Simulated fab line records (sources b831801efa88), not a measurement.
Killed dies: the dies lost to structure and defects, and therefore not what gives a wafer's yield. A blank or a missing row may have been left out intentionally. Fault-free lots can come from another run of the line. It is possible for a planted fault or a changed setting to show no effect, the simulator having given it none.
2 desks looking at one fault || flow gf180mcu || only its own numbers are on each desk; what lay behind them is given at the end

METROLOGY DESK
What the gauges read for every lot (on any tool): the sampled wafers with a number, averaged. If a lot's mean is further than 4 standard deviations from the usual mean, the lot is out of limits and carries the mark OUT (the distance appears in the brackets).
Columns: A = cdNm at GF_M5_CD_MEAS_07, usual 280.2 nm; B = V5_CVD_00_THK at GF_V5_THK_MEAS_01, usual 301.7 nm; C = cdNm at GF_V5_CD_MEAS_14, usual 260.1 nm
{"lot": "L232", "first seen here": "day 26 00:23", "A": 279.3, "B": 299.9, "C": 258.6}
{"lot": "L234", "first seen here": "day 26 15:43", "A": 279.7, "B": 302.9, "C": 259.5}
{"lot": "L235", "first seen here": "day 27 06:40", "A": 281.5, "B": 301.2, "C": 262.0}
{"lot": "L237", "first seen here": "day 28 00:18", "A": 280.1, "B": 305.4, "C": 259.3}
{"lot": "L238", "first seen here": "day 28 04:40", "A": 280.7, "B": 303.4, "C": 259.6}
{"lot": "L239", "first seen here": "day 28 08:31", "A": 280.1, "B": 300.8, "C": 260.2}
{"lot": "L240", "first seen here": "day 28 20:18", "A": 282.4, "B": 299.2, "C": 260.3}
{"lot": "L241", "first seen here": "day 28 20:26", "A": 279.2, "B": 305.2, "C": 259.9}
{"lot": "L242", "first seen here": "day 29 06:19", "A": 279.5, "B": 300.9, "C": 261.5}
{"lot": "L243", "first seen here": "day 29 14:46", "A": 281.6, "B": 302.3, "C": 261.3}
{"lot": "L244", "first seen here": "day 29 18:57", "A": 280.6, "B": 301.2, "C": 260.8}
{"lot": "L245", "first seen here": "day 30 09:49", "A": 279.2, "B": 297.9, "C": 258.4}
{"lot": "L246", "first seen here": "day 30 12:12", "A": 281.4, "B": 303.2, "C": 259.7}
{"lot": "L247", "first seen here": "day 30 15:03", "A": 279.9, "B": 304.9, "C": 260.4}
This desk's finding: nothing out of limits on any of the 14 lots.

AT THE TOOL OWNER'S DESK: cmp-02
The tool's own readings at GF_V5_CMP_04 (polishes SiO2): means of the sampled wafers that have a number, for each lot that ran on this tool. If a lot's mean is further than 4 standard deviations from the usual mean, the lot is out of limits and carries the mark OUT (the distance appears in the brackets).
Columns: A = motorCurrentA at GF_V5_CMP_04, usual 12.1 A; B = platenRpm at GF_V5_CMP_04, usual 59.99 rpm; C = retainingRingPressureFrac at GF_V5_CMP_04, usual 1.000
{"lot": "L232", "first seen here": "day 26 01:38", "A": 11.8, "B": 59.96, "C": 0.998}
{"lot": "L234", "first seen here": "day 26 17:23", "A": 12.4, "B": 59.95, "C": 0.998}
{"lot": "L237", "first seen here": "day 28 01:26", "A": 13.2, "B": 60.00, "C": 1.000}
{"lot": "L241", "first seen here": "day 28 21:31", "A": 12.3, "B": 60.01, "C": 0.999}
{"lot": "L242", "first seen here": "day 29 07:25", "A": 12.6, "B": 59.99, "C": 1.005}
{"lot": "L243", "first seen here": "day 29 15:53", "A": 12.4, "B": 60.00, "C": 0.998}
{"lot": "L244", "first seen here": "day 29 20:02", "A": 12.1, "B": 59.97, "C": 0.998}
{"lot": "L245", "first seen here": "day 30 11:01", "A": 11.8, "B": 60.02, "C": 0.998}
{"lot": "L246", "first seen here": "day 30 13:26", "A": 12.3, "B": 60.00, "C": 0.999}
{"lot": "L247", "first seen here": "day 30 16:20", "A": 12.1, "B": 60.02, "C": 1.000}
This desk's finding: nothing out of limits on any of the 10 lots.

PUT TOGETHER
The metrology desk saw nothing out of limits.
The tool owner's desk saw nothing out of limits.

WHAT HAD BEEN PUT IN BY THE SIMULATOR
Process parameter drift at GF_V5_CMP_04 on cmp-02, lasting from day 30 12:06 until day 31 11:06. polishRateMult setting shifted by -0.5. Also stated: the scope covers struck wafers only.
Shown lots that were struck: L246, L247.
